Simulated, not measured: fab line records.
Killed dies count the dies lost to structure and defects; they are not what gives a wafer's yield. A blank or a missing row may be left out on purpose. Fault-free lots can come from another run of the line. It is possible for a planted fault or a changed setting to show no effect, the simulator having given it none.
Struck lot and sound lot, side by side / flow sky130 / 43 out of 708 route steps
Sound: these wafers, L570.1, L570.3, L570.6. Struck: wafer L581.6 (L581.1, L581.3, from the same lot, were not struck and are left out); the cause is given at the end.
Order at every step that has rows: each side's tool, ch and its chambers, its first start. Under that, the readings that differ: sound wafers / struck wafers / difference of the means / sigmas: that difference in standard deviations of wafers without a fault.
alike: readings with means less than 2 such deviations apart, plus words and numbers identical on both sides. not compared: withheld readings, readings lacking a value on some wafer, bounds such as >300 that could conceal the same value, and numbers that have no deviation in the record and whose values overlap.
A row with sigmas, a row that says differs or no value, or rows on one side alone: a step with any of these is where the two part. When numbers do not overlap yet have no deviation, they are printed without sigmas and do not part them. A reading missing from all wafers of one side parts the sides only when that side holds two or more wafers.

first, 1 step without rows for these wafers: SKY_POLY_GATE_CVD_03 (deposits Si3N4 from DCS/NH3, target thk 75 nm, time 1290 s).
SKY_POLY_GATE_THK_MEAS_04:
  sound: filmMetro-04 at day 15 00:11; struck: filmMetro-03 at day 19 08:04
reading=POLY_GATE_CVD_03_THK (nm); sound=76.0 76.4 77.2; struck=74.6; difference=-1.9; sigmas=-3
then, 8 steps without rows for these wafers: SKY_POLY_GATE_DEHYDRATE_05 (time 60 s); SKY_POLY_GATE_HMDS_06 (prime time 60 s); SKY_POLY_GATE_COAT_07 (resist thk 110 nm); SKY_POLY_GATE_COAT_08 (resist thk 450 nm); SKY_POLY_GATE_SOFTBAKE_09 (time 90 s); SKY_POLY_GATE_EXPOSE_10 (exposes mask P1M, target cd 150 nm); SKY_POLY_GATE_PEB_11; SKY_POLY_GATE_DEVELOP_12 (develop time 60 s).
SKY_POLY_GATE_CD_MEAS_13 targets a cd of 150 nm.
  sound: cdSem-01 at day 16 03:52; struck: cdSem-01 at day 20 15:37
  alike: cdNm
SKY_POLY_GATE_OVL_MEAS_14:
  sound: overlay-02 at day 16 03:59; struck: overlay-02 at day 20 15:44
  alike: POLY_GATE_OVL
SKY_POLY_GATE_ETCH_15: etches BARC in N2/H2, stops on SiO2, time 118.5 s, target depth 110 nm.
  sound on rieDiel-02 ch 0,2, day 16 04:01; struck on rieDiel-01 ch 0, day 20 15:46
reading=drypumpMotorCurrentA (A); sound=5.6 5.3 5.6; struck=6.6; difference=+1.1; sigmas=+3
  alike: biasW, chamberPressureMTorr, oesProductAu, throttleValvePct
  not compared: rfHoursCounterH
SKY_POLY_GATE_ETCH_16: etches Si3N4 in CH3F/O2, stops on poly-Si, time 147.5 s, target depth 75 nm.
  sound on rieDiel-02 ch 0,2, day 16 04:06; struck on rieDiel-01 ch 0, day 20 15:51
reading=drypumpMotorCurrentA (A); sound=5.6 5.4 5.6; struck=6.6; difference=+1.1; sigmas=+3
  alike: biasW, chamberPressureMTorr, oesProductAu, throttleValvePct
  not compared: rfHoursCounterH
SKY_POLY_GATE_ETCH_17: etches poly-Si in HBr/Cl2, stops on SiO2, target depth 180 nm, time 70.5 s.
  sound on rieSi-01 ch 0,1,3, day 16 04:11; struck on rieSi-01 ch 1, day 20 15:57
  alike: biasW, chamberPressureMTorr, drypumpMotorCurrentA, oesProductAu, throttleValvePct
  not compared: rfHoursCounterH
SKY_POLY_GATE_STRIP_18: strips in O2/N2.
  sound on plasmaAsher-03 ch 0,1, day 16 04:15; struck on plasmaAsher-02 ch 0, day 20 16:01
reading=oesProductAu (a.u.); sound=0.369 0.358 0.374; struck=0.357; difference=-0.010; sigmas=-2
reading=stripTimeToEndpointS (s); sound=3.21 3.18 3.21; struck=3.10; difference=-0.10; sigmas=-3
  alike: chamberPressureMTorr, drypumpMotorCurrentA
  not compared: rfHoursCounterH
then, 2 steps without rows for these wafers: SKY_POLY_GATE_CLEAN_19 (cleans in SC1/SC2, time 150 s); SKY_POLY_GATE_OXIDATION_20 (stabilise 600 s, purge 300 s, target thk 4 nm).
SKY_POLY_GATE_THK_MEAS_21:
  sound: filmMetro-02 at day 16 05:47; struck: filmMetro-03 at day 20 17:59
  alike: POLY_GATE_OXIDATION_THK
SKY_POLY_GATE_CD_MEAS_22:
  sound: cdSem-02 at day 16 05:51; struck: cdSem-01 at day 20 18:02
  alike: cdNm
then, 7 steps without rows for these wafers: SKY_LDD_N_DEHYDRATE_00 (time 60 s); SKY_LDD_N_HMDS_01 (prime time 60 s); SKY_LDD_N_COAT_02 (resist thk 300 nm); SKY_LDD_N_SOFTBAKE_03 (time 60 s); SKY_LDD_N_EXPOSE_04 (exposes mask NTM, target cd 840 nm); SKY_LDD_N_PEB_05; SKY_LDD_N_DEVELOP_06 (develop time 60 s).
SKY_LDD_N_OVL_MEAS_07:
  sound: overlay-01 at day 17 10:33; struck: overlay-02 at day 22 00:47
  alike: LDD_N_OVL
then, 8 steps without rows for these wafers: SKY_LDD_N_IMPLANT_08; SKY_LDD_N_IMPLANT_09; SKY_LDD_N_IMPLANT_10; SKY_LDD_N_IMPLANT_11; SKY_LDD_N_IMPLANT_12; SKY_LDD_N_IMPLANT_13; SKY_LDD_N_IMPLANT_14; SKY_LDD_N_IMPLANT_15.
SKY_LDD_N_STRIP_16: strips in O2/N2.
  sound on plasmaAsher-01 ch 0,1, day 17 11:47; struck on plasmaAsher-04 ch 1, day 22 02:01
  alike: chamberPressureMTorr, drypumpMotorCurrentA, oesProductAu, stripTimeToEndpointS
  not compared: rfHoursCounterH
SKY_LDD_N_TW_MEAS_17:
  sound: filmMetro-04 at day 17 11:53; struck: filmMetro-04 at day 22 02:07
  alike: LDD_N_TW
then, 4 steps without rows for these wafers: SKY_LDD_P_DEHYDRATE_00 (time 60 s); SKY_LDD_P_HMDS_01 (prime time 60 s); SKY_LDD_P_COAT_02 (resist thk 1140 nm); SKY_LDD_P_SOFTBAKE_03 (time 60 s).
-- the record jumps here: 27 days lie between the struck wafers' starts before and after (it left off in module LDD_P and takes up again in module PAD_OPEN, whose first step shown is number 708 of the route) --
SKY_PAD_OPEN_PROBE_99:
  only the struck wafers here have rows in the record (prober-02, day 48 14:22); the sound ones have none

== WHERE THEY PART ==
At SKY_POLY_GATE_THK_MEAS_04 first; at SKY_PAD_OPEN_PROBE_99 last (within this record only).

WHY: the cause the simulator had injected
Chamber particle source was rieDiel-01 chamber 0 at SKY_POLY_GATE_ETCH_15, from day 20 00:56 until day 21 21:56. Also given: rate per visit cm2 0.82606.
